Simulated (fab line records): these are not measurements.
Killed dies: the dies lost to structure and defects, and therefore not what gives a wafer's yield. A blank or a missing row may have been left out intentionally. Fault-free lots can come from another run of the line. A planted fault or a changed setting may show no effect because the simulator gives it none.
fab line records | flow gf180mcu
[record] lots = 12 wafers = 36 last-day = 34
route steps=602 shown HV_LDD@196 PSD@259 NSD@262
lots untouched by any fault: they come from a run of this same line in which no faults occurred
start-h: hours from the record's opening day to when the first of the lot's shown wafers began | wait-h: hours since the lot's step before | " as in the row above | L1.1+2: a row that stands for several wafers | - no value present, or no start provided | * or withheld: withheld | < > ~ a bound
route shown NAME@n: NAME is a module with steps in the file, n the number in the route of the first one | usual: mean/standard deviation taken from wafers without a fault | same: alike in all rows | chamber/n: place in a boat | sites: per-site readings | _std_site: standard deviation of those values | _edge_site: the outer-site mean with the inner-site mean subtracted | radius-mm: how far each site lies from the wafer's centre | mask NAME#n: copy n | behind: the most recent tool/chamber to have shaped the wafer | hold: what put the lot on hold/how long, in hours/how the hold closed | device: names the non-switching transistor (n, p or np) | end of line: the tests these same wafers got at the end of their route | a step without rows: its recipe alone | killed: at the first sort, the dies lost to defects and structure; wafer yield is something else | map: shows each die of a wafer: x if killed, . if not, _ if none is there
set.NAME: the setting that was run; set.NAME@STEP: the one run at that earlier step | model.NAME: the simulator's own value behind a step, which no gauge read
a sample of lots followed through the steps of the route, with each step as a table and each wafer as a row
services: the hour from which a tool's chamber was out of use, counted from the record's first day as start-h (under 0 if before that day), plus the number of hours and why
[[steps]]
[step GF_HV_LDD_OVL_MEAS_20]
[usual] HV_LDD_01_OVL = -0.5/1.4
// columns lot.wafer tool chamber start-h wait-h HV_LDD_01_OVL[nm]
L829.1 overlay-02 - 242.13 0.1 -2.4
L829.5 " - " " -2.5
L829.6 " - " " -3.4
L830.4 overlay-01 - 253.87 0.1 -0.9
L830.5 " - " " -3.0
L830.6 " - " " -1.0
L831.2 overlay-02 - 262.51 0.1 -2.0
L831.3 " - " " -1.0
L831.6 " - " " -3.3
L836.2 overlay-02 - 294.04 0.1 1.3
L836.4 " - " " 2.4
L836.6 " - " " 1.6
L840.1 overlay-01 - 321.90 0.1 1.2
L840.3 " - " " 0.5
L840.6 " - " " 0.6
L841.1 overlay-02 - 335.45 0.1 -1.2
L841.3 " - " " -0.5
L841.4 " - " " -0.7
L842.1 overlay-01 - 341.70 0.1 0.2
L842.5 " - " " 0.7
L842.6 " - " " 0.8
L846.1 overlay-01 - 372.98 0.1 0.1
L846.3 " - " " 1.0
L846.5 " - " " 0.3
L847.3 overlay-02 - 374.82 0.1 0.7
L847.4 " - " " 1.1
L847.6 " - " " 2.0
L849.1 overlay-01 - 396.59 0.1 1.0
L849.4 " - " " -0.8
L849.5 " - " " -0.5
L850.1 overlay-02 - 398.75 0.1 -2.4
L850.2 " - " " -1.4
L850.3 " - " " -1.6
L851.3 overlay-02 - 407.21 0.1 -1.3
L851.4 " - " " -2.9
L851.5 " - " " -1.6
[step GF_HV_LDD_STRIP_37]
[recipe] chemistry = O2/N2 power-w = 1400 pressure-mtorr = 1500 platen-temp-c = 250 o2-flow-sccm = 3000 n2-flow-sccm = 300 overash-fraction = 0.5
[usual] drypump-motor-current-A = 5.8/0.39 heater-power-w = 345/37 oes-product-au = 0.716/0.0047 platen-temp-c = 250.01/0.2 strip-time-to-endpoint-s = 12.65/0.031
// columns lot.wafer tool chamber start-h wait-h drypump-motor-current-A heater-power-w oes-product-au platen-temp-c rf-hours-counter-h strip-time-to-endpoint-s
L829.1 plasma-asher-03 1 262.04 0.1 5.5 403 0.719 249.94 64 12.68
L829.5 " 0 " " 5.6 349 0.714 249.92 - 12.69
L829.6 " 1 " " 5.5 412 0.720 250.16 - 12.68
L830.4 plasma-asher-02 1 273.75 0.1 5.2 362 0.714 249.71 - 12.65
L830.5 " 0 " " 6.0 368 0.713 249.82 - 12.62
L830.6 " 1 " " 5.2 359 0.717 249.71 - 12.65
L831.2 plasma-asher-01 0 282.22 0.1 5.7 333 0.717 249.71 62 12.65
L831.3 " 1 " " 6.4 286 0.710 250.14 - 12.65
L831.6 " 0 " " 5.8 332 0.710 249.81 - 12.62
L836.2 plasma-asher-01 1 315.47 0.1 6.4 272 0.715 249.96 65 12.60
L836.4 " 1 " " 6.4 286 0.717 249.90 - 12.63
L836.6 " 1 " " 6.4 281 0.716 249.88 - 12.64
L840.1 plasma-asher-01 0 343.59 0.1 5.8 330 0.724 249.87 68 12.60
L840.3 " 1 " " 6.4 284 0.720 249.92 - 12.62
L840.6 " 0 " " 5.8 328 0.716 249.69 - 12.60
L841.1 plasma-asher-03 1 357.98 0.1 5.5 404 0.722 250.08 74 12.66
L841.3 " 0 " " 5.7 352 0.719 249.78 - 12.65
L841.4 " 1 " " 5.5 407 0.712 249.86 - 12.65
L842.1 plasma-asher-01 0 364.71 0.1 5.8 337 0.722 249.94 70 12.65
L842.5 " 0 " " 5.8 321 0.713 249.59 - 12.69
L842.6 " 1 " " 6.4 288 0.716 250.03 - 12.69
L846.1 plasma-asher-03 0 397.17 0.1 5.6 348 0.718 249.93 78 12.66
L846.3 " 0 " " 5.6 348 0.712 250.02 - 12.65
L846.5 " 0 " " 5.6 350 0.711 249.81 - 12.62
L847.3 plasma-asher-01 1 399.12 0.1 6.4 282 0.713 249.98 - 12.64
L847.4 " 0 " " 5.7 333 0.720 250.22 - 12.71
L847.6 " 0 " " 5.8 322 0.713 250.12 - 12.63
L849.1 plasma-asher-03 1 420.86 0.1 5.5 416 0.720 250.08 80 12.62
L849.4 " 0 " " 5.7 336 0.720 250.21 - 12.62
L849.5 " 1 " " 5.5 408 0.721 250.27 - 12.64
L850.1 plasma-asher-01 1 424.28 0.1 6.4 276 0.711 250.11 76 12.68
L850.2 " 0 " " 5.8 331 0.715 250.35 76 12.67
L850.3 " 0 " " 5.7 325 0.719 250.15 - 12.67
L851.3 plasma-asher-02 1 432.20 0.1 5.2 352 0.715 250.00 - 12.64
L851.4 " 0 " " 6.0 368 0.717 250.04 - 12.61
L851.5 " 1 " " 5.2 371 0.714 249.83 - 12.57
[step GF_PSD_TW_MEAS_11]
[usual] PSD_TW = 3169/31
// columns lot.wafer tool chamber start-h wait-h PSD_TW
L829.1 film-metro-01 - 325.60 0.1 3189
L829.5 " - " " 3180
L829.6 " - " " 3175
L830.4 film-metro-02 - 339.78 0.1 3167
L830.5 " - " " 3161
L830.6 " - " " 3170
L831.2 film-metro-01 - 348.76 0.1 3204
L831.3 " - " " 3200
L831.6 " - " " 3217
L836.2 film-metro-03 - 385.09 0.1 3144
L836.4 " - " " 3137
L836.6 " - " " 3146
L840.1 film-metro-03 - 417.68 0.1 3156
L840.3 " - " " 3154
L840.6 " - " " 3154
L841.1 film-metro-03 - 431.65 0.1 3138
L841.3 " - " " 3148
L841.4 " - " " 3152
L842.1 film-metro-01 - 439.29 0.1 3187
L842.5 " - " " 3216
L842.6 " - " " 3204
L846.1 film-metro-03 - 473.25 0.1 3124
L846.3 " - " " 3122
L846.5 " - " " 3129
L847.3 film-metro-01 - 475.90 0.1 3209
L847.4 " - " " 3221
L847.6 " - " " 3210
L849.1 film-metro-03 - 497.34 0.1 3150
L849.4 " - " " 3135
L849.5 " - " " 3137
L850.1 film-metro-02 - 500.80 0.1 3166
L850.2 " - " " 3177
L850.3 " - " " 3187
L851.3 film-metro-01 - 508.72 0.1 3189
L851.4 " - " " 3172
L851.5 " - " " 3195
[step GF_PSD_RTA_13]
[recipe] temp-c = 1025 time-s = 20 ambient = N2
[usual] lamp-power-pct = 32.1/2.4 wafer_temp_C_max = 1030.4/1.1
// columns lot.wafer tool chamber start-h wait-h lamp-power-pct wafer_temp_C_max
L829.1 rtp-anneal-01 0 325.72 0.0 29.8 1029.9
L829.5 " 0 " " 29.8 1031.6
L829.6 " 0 " " 29.7 1030.9
L830.4 rtp-anneal-01 0 339.90 0.0 29.7 1030.7
L830.5 " 0 " " 29.8 1032.7
L830.6 " 0 " " 29.8 1030.5
L831.2 rtp-anneal-01 0 348.87 0.0 29.7 1029.9
L831.3 " 0 " " 29.7 1031.3
L831.6 " 0 " " 29.8 1030.1
L836.2 rtp-anneal-01 0 385.21 0.0 29.7 1030.6
L836.4 " 0 " " 29.7 1030.0
L836.6 " 0 " " 29.7 1030.7
L840.1 rtp-anneal-01 0 417.79 0.0 30.3 1036.3
L840.3 " 0 " " 30.2 1036.0
L840.6 " 0 " " 30.2 1038.2
L841.1 rtp-anneal-02 0 431.76 0.0 34.4 1030.8
L841.3 " 0 " " 34.4 1030.0
L841.4 " 0 " " 34.4 1030.4
L842.1 rtp-anneal-01 0 439.40 0.0 30.3 1036.7
L842.5 " 0 " " 30.3 1037.0
L842.6 " 0 " " 30.2 1036.7
L846.1 rtp-anneal-02 0 473.36 0.0 34.5 1028.3
L846.3 " 0 " " 34.5 1030.5
L846.5 " 0 " " 34.5 1029.5
L847.3 rtp-anneal-02 0 476.02 0.0 34.5 1031.6
L847.4 " 0 " " 34.4 1031.3
L847.6 " 0 " " 34.4 1029.7
L849.1 rtp-anneal-02 0 497.45 0.0 34.5 1029.8
L849.4 " 0 " " 34.4 1031.2
L849.5 " 0 " " 34.4 1030.0
L850.1 rtp-anneal-01 0 500.91 0.0 29.7 1029.7
L850.2 " 0 " " 29.7 1029.6
L850.3 " 0 " " 29.7 1030.6
L851.3 rtp-anneal-02 0 508.83 0.0 34.4 1030.5
L851.4 " 0 " " 34.5 1030.7
L851.5 " 0 " " 34.4 1031.4
[step GF_PSD_RS_MEAS_14]
[recipe] thk-meas-gauge = four-point-probe
[usual] NSD_RS = 46.12/0.14
// columns lot.wafer tool chamber start-h wait-h NSD_RS[ohm/sq]
L829.1 film-metro-03 - 325.81 0.1 46.27
L829.5 " - " " 46.25
L829.6 " - " " 46.26
L830.4 film-metro-03 - 340.00 0.1 46.08
L830.5 " - " " 46.10
L830.6 " - " " 46.26
L831.2 film-metro-02 - 348.96 0.1 46.19
L831.3 " - " " 46.28
L831.6 " - " " 46.20
L836.2 film-metro-02 - 385.30 0.1 46.20
L836.4 " - " " 46.04
L836.6 " - " " 46.03
L840.1 film-metro-01 - 417.88 0.1 45.14
L840.3 " - " " 45.11
L840.6 " - " " 45.17
L841.1 film-metro-01 - 431.84 0.1 46.07
L841.3 " - " " 46.02
L841.4 " - " " 46.01
L842.1 film-metro-03 - 439.48 0.1 45.48
L842.5 " - " " 45.43
L842.6 " - " " 45.47
L846.1 film-metro-01 - 473.44 0.1 46.01
L846.3 " - " " 46.01
L846.5 " - " " 46.01
L847.3 film-metro-03 - 476.12 0.1 46.29
L847.4 " - " " 46.40
L847.6 " - " " 46.36
L849.1 film-metro-02 - 497.54 0.1 46.16
L849.4 " - " " 46.07
L849.5 " - " " 46.18
L850.1 film-metro-01 - 500.99 0.1 46.01
L850.2 " - " " 45.97
L850.3 " - " " 46.04
L851.3 film-metro-03 - 508.93 0.1 46.16
L851.4 " - " " 46.16
L851.5 " - " " 46.22
[step GF_PSD_RS_MEAS_15]
[recipe] thk-meas-gauge = four-point-probe
[usual] PSD_RS = 108.5/0.4
// columns lot.wafer tool chamber start-h wait-h PSD_RS[ohm/sq]
L829.1 film-metro-03 - 325.93 0.1 108.7
L829.5 " - " " 108.9
L829.6 " - " " 108.7
L830.4 film-metro-03 - 340.12 0.1 108.4
L830.5 " - " " 108.3
L830.6 " - " " 108.8
L831.2 film-metro-02 - 349.08 0.1 108.8
L831.3 " - " " 108.6
L831.6 " - " " 108.8
L836.2 film-metro-02 - 385.42 0.1 108.6
L836.4 " - " " 108.2
L836.6 " - " " 108.3
L840.1 film-metro-01 - 418.00 0.1 104.6
L840.3 " - " " 104.7
L840.6 " - " " 105.0
L841.1 film-metro-01 - 431.96 0.1 108.0
L841.3 " - " " 108.0
L841.4 " - " " 108.1
L842.1 film-metro-03 - 439.60 0.1 106.1
L842.5 " - " " 105.6
L842.6 " - " " 105.6
L846.1 film-metro-01 - 473.56 0.1 108.2
L846.3 " - " " 108.5
L846.5 " - " " 108.5
L847.3 film-metro-03 - 476.24 0.1 109.2
L847.4 " - " " 108.9
L847.6 " - " " 109.0
L849.1 film-metro-02 - 497.66 0.1 108.9
L849.4 " - " " 108.1
L849.5 " - " " 108.7
L850.1 film-metro-01 - 501.11 0.1 108.1
L850.2 " - " " 108.2
L850.3 " - " " 108.0
L851.3 film-metro-03 - 509.05 0.1 108.5
L851.4 " - " " 108.7
L851.5 " - " " 108.8
[[services]]
// columns tool chamber start-h hours kind
plasma-asher-02 - 415.96 1.7 repair
plasma-asher-03 - 421.25 9.0 pm
plasma-asher-03 0 421.25 9.0 vent-cycle
plasma-asher-03 1 421.25 9.0 vent-cycle
plasma-asher-03 0 430.25 - clean
plasma-asher-03 1 430.25 - clean
plasma-asher-01 - 447.24 14.6 pm
plasma-asher-02 - 464.60 1.2 repair
plasma-asher-03 - 489.20 99.1 repair
[[key]]
[first-sign] step = GF_PSD_RTA_13 reading = wafer_temp_C_max direction = up sigmas = 6.1 usual = * struck = *
[effect] step = GF_PSD_RS_MEAS_14 reading = NSD_RS direction = down sigmas = 5.8 usual = 46.12 struck = 45.30
[effect] step = GF_PSD_RS_MEAS_15 reading = PSD_RS direction = down sigmas = 8.1 usual = 108.5 struck = 105.3
met-at GF_PSD_RTA_13
struck-lots L840,L842
tester-left-out L840,L842
not-acting-at GF_HV_LDD_OVL_MEAS_20,GF_HV_LDD_STRIP_37,GF_PSD_TW_MEAS_11
onset-between 385.21 417.79
[fault] kind = process-parameter-drift tool = rtp-anneal-01 chamber = - onset-h = 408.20 steps = GF_PSD_RTA_13 channel = temp-c offset = * shape = step end-h = 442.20 acts-in = * stated = *
// tester-left-out: of these lots the tester's yield and bins aren't shown, on N5 and GAA mostly nor the transistor test; their killed dies are dies lost to structure and defects alone, not to doping, threshold or leakage, so they don't give the yield
